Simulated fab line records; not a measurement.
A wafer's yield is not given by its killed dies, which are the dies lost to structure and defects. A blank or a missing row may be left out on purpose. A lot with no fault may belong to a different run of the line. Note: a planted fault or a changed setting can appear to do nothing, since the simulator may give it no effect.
Which tool did it? | flow sky130 | 13 lots with 39 wafers sampled at 5 steps, on a route of 708 steps

== WHAT THE GAUGES SHOWED, per wafer ==
SKY_FIELD_ISO_THK_MEAS_04.
lot  | measured    | on            | FIELD_ISO_CVD_03_THK (nm)
L405 | day 1 13:47 | film-metro-04 | 163.3 165.6 165.2
L406 | day 1 19:09 | film-metro-03 | 166.6 166.8 168.4
L408 | day 2 05:36 | film-metro-01 | 165.9 166.4 164.3
L409 | day 2 09:59 | film-metro-03 | 164.1 164.8 164.3
L411 | day 2 20:34 | film-metro-04 | 162.2 162.4 160.7
L412 | day 3 02:28 | film-metro-04 | 163.8 165.5 162.7
L416 | day 3 20:29 | film-metro-03 | 164.1 163.5 162.6
L417 | day 4 01:39 | film-metro-04 | 162.1 162.8 161.3
L418 | day 4 07:45 | film-metro-03 | 167.6 167.2 167.2
L422 | day 5 05:05 | film-metro-03 | 168.0 168.2 169.7
L426 | day 6 00:41 | film-metro-04 | 166.4 166.2 165.6
L427 | day 6 07:19 | film-metro-03 | 166.6 166.1 164.4
L428 | day 6 10:10 | film-metro-04 | 165.1 164.3 164.9

SKY_NWELL_RS_MEAS_31: uses a four-point probe to measure.
lot  | measured     | on            | PWDE_RS (ohm/sq)
L405 | day 5 06:50  | film-metro-04 | 5270 5289 5291
L406 | day 5 15:43  | film-metro-04 | 5257 5252 5253
L408 | day 6 02:40  | film-metro-01 | 5272 5279 5289
L409 | day 6 09:32  | film-metro-01 | 5277 5287 5270
L411 | day 6 18:16  | film-metro-02 | 5292 5284 5263
L412 | day 7 01:07  | film-metro-02 | 5272 5263 5253
L416 | day 8 02:19  | film-metro-02 | 5291 5283 5258
L417 | day 8 06:40  | film-metro-04 | 5268 5297 5285
L418 | day 8 12:55  | film-metro-04 | 5287 5267 5267
L422 | day 10 01:19 | film-metro-02 | 5256 5230 5261
L426 | day 10 17:16 | film-metro-01 | 5337 5314 5345
L427 | day 10 23:49 | film-metro-01 | 5338 5340 5333
L428 | day 11 06:05 | film-metro-04 | 5257 5261 5259

SKY_VT_ADJUST_LVTN_TW_MEAS_10.
lot  | measured     | on            | VT_ADJUST_LVTN_TW
L405 | day 6 18:46  | film-metro-03 | 239.8 240.8 240.2
L406 | day 7 04:19  | film-metro-04 | 243.6 242.8 243.1
L408 | day 7 17:13  | film-metro-03 | 239.3 241.9 240.3
L409 | day 8 00:36  | film-metro-02 | 240.0 238.9 241.2
L411 | day 8 11:47  | film-metro-04 | 242.6 243.2 241.9
L412 | day 8 18:16  | film-metro-03 | 240.5 241.1 240.6
L416 | day 9 19:40  | film-metro-02 | 239.6 241.7 241.2
L417 | day 10 02:20 | film-metro-03 | 242.3 241.9 243.6
L418 | day 10 09:16 | film-metro-03 | 241.4 240.2 241.6
L422 | day 11 22:49 | film-metro-04 | 240.6 241.3 242.8
L426 | day 12 15:55 | film-metro-02 | 241.6 243.1 241.1
L427 | day 12 23:22 | film-metro-04 | 241.2 241.1 243.0
L428 | day 13 04:56 | film-metro-02 | 241.5 242.4 240.6

SKY_SONOS_TUNNEL_OVL_MEAS_08.
lot  | measured     | on         | SONOS_TUNNEL_OVL (nm)
L405 | day 11 04:21 | overlay-01 | 0.5 0.3 -1.5
L406 | day 11 15:12 | overlay-02 | -0.1 -0.7 -0.4
L408 | day 12 07:28 | overlay-02 | -1.2 -2.7 -3.0
L409 | day 12 14:34 | overlay-02 | -1.1 -2.0 -2.8
L411 | day 13 02:17 | overlay-02 | -0.1 1.1 0.4
L412 | day 13 11:53 | overlay-02 | -2.5 -2.1 -1.5
L416 | day 14 14:05 | overlay-01 | -0.7 -0.6 -0.7
L417 | day 15 01:08 | overlay-02 | 1.1 -0.9 -1.3
L418 | day 15 10:34 | overlay-02 | -2.7 -2.5 -1.5
L422 | day 17 10:10 | overlay-02 | -1.5 -2.0 -2.5
L426 | day 18 06:23 | overlay-01 | -1.4 -1.9 -1.1
L427 | day 18 15:46 | overlay-01 | -1.3 -2.8 -3.8
L428 | day 18 22:54 | overlay-01 | -0.2 -1.1 -1.3

== EACH LOT AND THE TOOL THAT RAN IT (in order: tool; ch and the chambers of the sampled wafers; start) ==
lot  | SKY_PWDE_IMPLANT_08
L405 | implanter-02 ch 0, day 3 20:01
L406 | implanter-02 ch 0, day 4 03:55
L408 | implanter-03 ch 0, day 4 13:23
L409 | implanter-03 ch 0, day 4 19:31
L411 | implanter-02 ch 0, day 5 05:14
L412 | implanter-03 ch 0, day 5 10:56
L416 | implanter-03 ch 0, day 6 10:07
L417 | implanter-01 ch 0, day 6 13:32
L418 | implanter-02 ch 0, day 6 19:11
L422 | implanter-03 ch 0, day 8 05:17
L426 | implanter-02 ch 0, day 8 19:37
L427 | implanter-02 ch 0, day 9 03:19
L428 | implanter-03 ch 0, day 9 08:56
- SKY_PWDE_IMPLANT_08

== AS READ BY THE TOOLS THEMSELVES (means over the sampled wafers that have a number; for cases with no such wafer, the mark the record gives instead) ==
SKY_PWDE_IMPLANT_08.
lot  | tool         | dose-ions-cm2
L405 | implanter-02 | 3.599e+12
L406 | implanter-02 | 3.601e+12
L408 | implanter-03 | 3.603e+12
L409 | implanter-03 | 3.601e+12
L411 | implanter-02 | 3.597e+12
L412 | implanter-03 | 3.600e+12
L416 | implanter-03 | 3.603e+12
L417 | implanter-01 | 3.596e+12
L418 | implanter-02 | 3.598e+12
L422 | implanter-03 | 3.601e+12
L426 | implanter-02 | 3.553e+12
L427 | implanter-02 | 3.552e+12
L428 | implanter-03 | 3.603e+12

== THE ANSWER, worked out from the rows above alone ==
Rule: usual is defined by the lots themselves. Put in order of their means at a reading, lots are off if they are a third of the lots or fewer, leave a main group of 4 or more, and stand apart from it by a gap of 3 or more times the standard deviation of the main group's means; of several such gaps the widest counts. If all means in a main group match to the digits the tables above print for the reading, that group is not used. A lot without any number at a reading at which 4 lots or more have one is off too. All remaining lots with rows at the step are treated as sound. First the gauges in route order, then the tools' own readings, where a lot's mean is used as printed above. The first step at which some lot is off is used, and at that step the reading that is off furthest; a lot without a number counts as furthest.
Off: L426, L427, seen at SKY_NWELL_RS_MEAS_31 (PWDE_RS). The main group: mean 5271 ohm/sq, standard deviation 12.
If a tool, at a process step before that reading, ran all the lots that are off and no sound lot after the first of them, it fits. Not tried: the gauges at SKY_NWELL_RS_MEAS_31; whatever is off there is also off at SKY_PWDE_IMPLANT_08, on other tools, and gauge error can't account for it. One fits: SKY_PWDE_IMPLANT_08 on implanter-02. A fault onset in the window from L418 (day 6 19:11, its last sound lot) to L426 (day 8 19:37, its first lot off) fits.
On the lots that are off, the tool's own readings at SKY_PWDE_IMPLANT_08 differ by more than 5 times the standard deviation of the sound lots' means, which bears it out; dose-ions-cm2 reads 3.552e+12 there versus 3.600e+12 on the sound lots.

== WHAT THE SIMULATOR HAD INSERTED ==
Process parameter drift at SKY_PWDE_IMPLANT_08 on implanter-02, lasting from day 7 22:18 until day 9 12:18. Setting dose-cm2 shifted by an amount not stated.
Lots struck among those shown: L426, L427. The same result came from the rule above.
